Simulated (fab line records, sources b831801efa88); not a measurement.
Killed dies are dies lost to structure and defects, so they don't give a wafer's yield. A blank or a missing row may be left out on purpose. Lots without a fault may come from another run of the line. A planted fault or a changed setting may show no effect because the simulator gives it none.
Which tool did it? | flow sky130 | 12 lots, 35 wafers sampled, at 2 steps of a route of 708

WHAT THE GAUGES READ, wafer by wafer
SKY_VIA2_BOW_MEAS_03.
lot  | measured     | on            | VIA2_BOW (um)
L172 | day 34 22:38 | film_metro-01 | 89 88 75
L173 | day 35 10:29 | film_metro-01 | 84 77 79
L174 | day 35 19:37 | film_metro-04 | 77 78 70
L176 | day 36 17:16 | film_metro-01 | 100 96 88
L183 | day 38 16:01 | film_metro-01 | 73 85
L185 | day 39 12:17 | film_metro-01 | 88 94 82
L186 | day 39 16:05 | film_metro-04 | 94 81 78
L188 | day 40 04:29 | film_metro-04 | 85 96 78
L191 | day 40 19:50 | film_metro-01 | 79 83 76
L192 | day 41 01:54 | film_metro-01 | 90 60 78
L193 | day 41 10:49 | film_metro-01 | 93 97 90
L195 | day 42 01:59 | film_metro-02 | 99 84 83

WHICH TOOL RAN EACH LOT (tool, then ch and the chambers of the sampled wafers, then the start)
lot  | SKY_VIA1_ETCH_14
L172 | rie_diel-03 ch 0,1, day 33 17:16
L173 | rie_diel-03 ch 1,2, day 34 04:17
L174 | rie_diel-02 ch 0,2,3, day 34 14:04
L176 | rie_diel-03 ch 0,1,2, day 35 11:29
L183 | rie_diel-03 ch 1,3, day 37 11:01
L185 | rie_diel-01 ch 0,1,3, day 38 07:52
L186 | rie_diel-02 ch 1,2,3, day 38 12:25
L188 | rie_diel-03 ch 0,1,2, day 38 23:26
L191 | rie_diel-03 ch 2,3, day 39 16:50
L192 | rie_diel-03 ch 0,2,3, day 39 22:34
L193 | rie_diel-03 ch 0,2,3, day 40 07:49
L195 | rie_diel-02 ch 0,2, day 40 23:25
- SKY_VIA1_ETCH_14: etches BARC in N2/H2, stops on SiO2, time 45.9 s, target depth 60 nm.

WHAT THE TOOLS THEMSELVES READ (means of the sampled wafers that have a number; where no wafer has one, the mark that the record gives instead)
SKY_VIA1_ETCH_14.
lot  | tool        | drypump_motor_current_A (A) | h2_flow_sccm (sccm) | oes_product_au (a.u.) | throttle_valve_pct (%)
L172 | rie_diel-03 | 5.8                         | 199.6               | 0.856                 | 13.217
L173 | rie_diel-03 | 5.8                         | 200.1               | 0.856                 | 13.224
L174 | rie_diel-02 | 5.6                         | 199.8               | 0.854                 | 13.224
L176 | rie_diel-03 | 5.6                         | 199.9               | 0.854                 | 13.231
L183 | rie_diel-03 | 6.2                         | 199.8               | 0.855                 | 13.213
L185 | rie_diel-01 | 5.9                         | 200.5               | 0.850                 | 13.231
L186 | rie_diel-02 | 5.5                         | 199.3               | 0.860                 | 13.226
L188 | rie_diel-03 | 5.6                         | 200.0               | 0.847                 | 13.230
L191 | rie_diel-03 | 5.2                         | 200.1               | 0.855                 | 13.223
L192 | rie_diel-03 | 5.5                         | 200.5               | 0.852                 | 13.221
L193 | rie_diel-03 | 5.5                         | 200.4               | 0.860                 | 13.220
L195 | rie_diel-02 | 5.9                         | 200.1               | 0.856                 | 13.231

THE ANSWER, worked out from the rows above alone
Rule: what is usual is taken from the lots themselves. Put in order of their means at a reading, lots are off if they are a third of the lots or fewer, leave a main group of 4 or more, and stand apart from it by a gap of 3 or more times the standard deviation of the main group's means; of several such gaps the widest counts. A main group whose means are all the same, to the digits that the tables above print for the reading, isn't used. A lot without any number at a reading at which 4 lots or more have one is off too. The other lots that the step has rows for count as sound. The gauges are gone through in route order, then the tools' own readings, and for those a lot's mean is taken as printed above. The first step at which some lot is off is used, and at that step the reading that is off furthest; a lot without a number counts as furthest.
No lot is off at any reading shown: from this, nothing can be told.

WHAT THE SIMULATOR HAD PUT IN
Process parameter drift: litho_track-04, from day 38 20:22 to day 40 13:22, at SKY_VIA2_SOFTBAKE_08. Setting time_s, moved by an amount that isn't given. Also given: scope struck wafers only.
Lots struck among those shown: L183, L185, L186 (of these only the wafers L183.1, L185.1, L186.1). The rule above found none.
